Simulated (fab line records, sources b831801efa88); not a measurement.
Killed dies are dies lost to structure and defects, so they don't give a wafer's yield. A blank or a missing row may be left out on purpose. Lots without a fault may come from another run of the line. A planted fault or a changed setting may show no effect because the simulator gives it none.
A struck lot beside a sound one | flow sky130 | 31 steps out of a route of 708
Sound: wafers L467.3, L467.5, L467.6. Struck: wafer L480.3. (L480.2, L480.4 of the same lot were not struck and are left out.) The cause comes at the end.
At each step with rows: each side's tool, then ch and its chambers, then its first start. Under that, the readings that differ: sound wafers | struck wafers | difference of the means | sigmas: that difference in standard deviations of wafers without a fault.
alike: readings whose means differ by less than 2 such deviations, and words and numbers that are the same on both sides. not compared: withheld readings, readings that some wafer has no value for, bounds like >300 that may hide the same value, and numbers for which the record gives no deviation and whose values overlap.
The two part at a step that has a row with sigmas, a row that says differs or no value, or rows on one side only. Numbers that don't overlap but have no deviation are shown without sigmas and don't part them. A reading that every wafer of one side lacks parts them only if that side has two wafers or more.

first, 5 steps without rows for these wafers: SKY_VIA1_STRIP_17 (strips in post etch residue remover, time 1200 s); SKY_VIA1_CLEAN_18 (cleans in IPA, time 180 s); SKY_VIA1_CLEAN_19 (cleans in O3/DIW); SKY_VIA1_SPUTTER_20 (material TiN, target thk 20 nm, time 80 s); SKY_VIA1_CVD_21 (deposits W, target thk 270 nm, time 80.902 s).
SKY_VIA1_RS_MEAS_22: measures by four-point-probe.
  sound on film_metro-02, day 35 19:29; struck on film_metro-03, day 40 09:16
  alike: VIA1_W_RS
SKY_VIA1_THK_MEAS_23: measures by xrf.
  sound on film_metro-02, day 35 19:35; struck on film_metro-03, day 40 09:22
  alike: VIA1_W_THK
SKY_VIA1_CMP_24: polishes, stops on SiO2, t overpolish 15 s, target thk 0 nm.
  sound on cmp-01 ch 0,3, day 35 19:43; struck on cmp-01 ch 3, day 40 09:25
  reading                | sound          | struck | difference | sigmas
  time_to_endpoint_s (s) | 65.1 66.5 66.2 | 58.6   | -7.3       | -3
  alike: motor_current_A, overpolish_run_s, retaining_ring_pressure_frac
SKY_METAL2_SPUTTER_00: material Ti, target thk 15 nm, time 10 s.
  sound on pvd_sputter-01, day 35 19:58; struck on pvd_sputter-04, day 40 09:43
  alike: throttle_valve_pct
SKY_METAL2_SPUTTER_01: material TiN, target thk 20 nm, time 16.7 s.
  sound on pvd_sputter-01, day 35 19:59; struck on pvd_sputter-04, day 40 09:44
  alike: throttle_valve_pct
then, 1 step without rows for these wafers: SKY_METAL2_SPUTTER_02 (material AlCu, target thk 250 nm, time 13.3 s).
SKY_METAL2_SPUTTER_03: material Ti, target thk 5 nm, time 3.3 s.
  sound on pvd_sputter-01, day 35 20:02; struck on pvd_sputter-04, day 40 09:47
  alike: throttle_valve_pct
SKY_METAL2_SPUTTER_04: material TiN, target thk 70 nm, time 58.3 s.
  sound on pvd_sputter-01, day 35 20:03; struck on pvd_sputter-04, day 40 09:49
  reading                                    | sound            | struck | difference | sigmas
  model.TiN_of_METAL2_SPUTTER_04.thk_nm (nm) | 69.3 69.28 69.21 | 54.15  | -15.11     |
  alike: throttle_valve_pct
SKY_METAL2_RS_MEAS_05: measures by four-point-probe.
  sound on film_metro-02, day 35 20:08; struck on film_metro-02, day 40 09:53
  alike: METAL2_ALCU_RS
SKY_METAL2_THK_MEAS_06: measures by xrf.
  sound on film_metro-02, day 35 20:14; struck on film_metro-02, day 40 09:59
  alike: METAL2_ALCU_THK
then, 8 steps without rows for these wafers: SKY_METAL2_DEHYDRATE_07 (time 60 s); SKY_METAL2_HMDS_08 (prime time 60 s); SKY_METAL2_COAT_09 (resist thk 60 nm); SKY_METAL2_COAT_10 (resist thk 450 nm); SKY_METAL2_SOFTBAKE_11 (time 90 s); SKY_METAL2_EXPOSE_12 (exposes mask MM2, target cd 140 nm); SKY_METAL2_PEB_13; SKY_METAL2_DEVELOP_14 (develop time 60 s).
SKY_METAL2_CD_MEAS_15: target cd 140 nm.
  sound on cd_sem-01, day 36 21:55; struck on cd_sem-02, day 41 09:43
  alike: cd_nm
SKY_METAL2_OVL_MEAS_16:
  sound on overlay-01, day 36 22:01; struck on overlay-02, day 41 09:49
  reading         | sound     | struck | difference | sigmas
  METAL2_OVL (nm) | -9 -5 -17 | 9      | +19        | +3
then, 1 step without rows for these wafers: SKY_METAL2_DESCUM_17 (chemistry O2, time 8 s).
SKY_METAL2_ETCH_18: etches BARC in N2/H2, stops on SiO2, time 45.9 s, target depth 60 nm.
  sound on rie_metal-01 ch 0,1, day 36 22:05; struck on rie_metal-02 ch 0, day 41 09:53
  reading               | sound             | struck | difference | sigmas
  oes_product_au (a.u.) | 0.860 0.864 0.865 | 0.848  | -0.015     | -3
  alike: drypump_motor_current_A, throttle_valve_pct
  not compared: rf_hours_counter_h
then, 2 steps without rows for these wafers: SKY_METAL2_METAL_ETCH_19 (etches the open film in Cl2/BCl3, stops on SiO2, target depth 360 nm, time 78 s); SKY_METAL2_STRIP_20 (strips in O2/N2).
SKY_METAL2_STRIP_21: strips in post etch residue remover, time 1200 s.
  sound on wet_bench-01 ch 2, day 36 22:19; struck on wet_bench-02 ch 1, day 41 10:08
  reading                                    | sound            | struck | difference | sigmas
  model.TiN_of_METAL2_SPUTTER_04.thk_nm (nm) | 68.89 68.86 68.8 | 53.73  | -15.12     |
then, 1 step without rows for these wafers: SKY_METAL2_CLEAN_22 (cleans in IPA, time 180 s).

WHERE THEY PART
First at SKY_VIA1_CMP_24; last, within this record, at SKY_METAL2_ETCH_18.

WHY: what the simulator had put in
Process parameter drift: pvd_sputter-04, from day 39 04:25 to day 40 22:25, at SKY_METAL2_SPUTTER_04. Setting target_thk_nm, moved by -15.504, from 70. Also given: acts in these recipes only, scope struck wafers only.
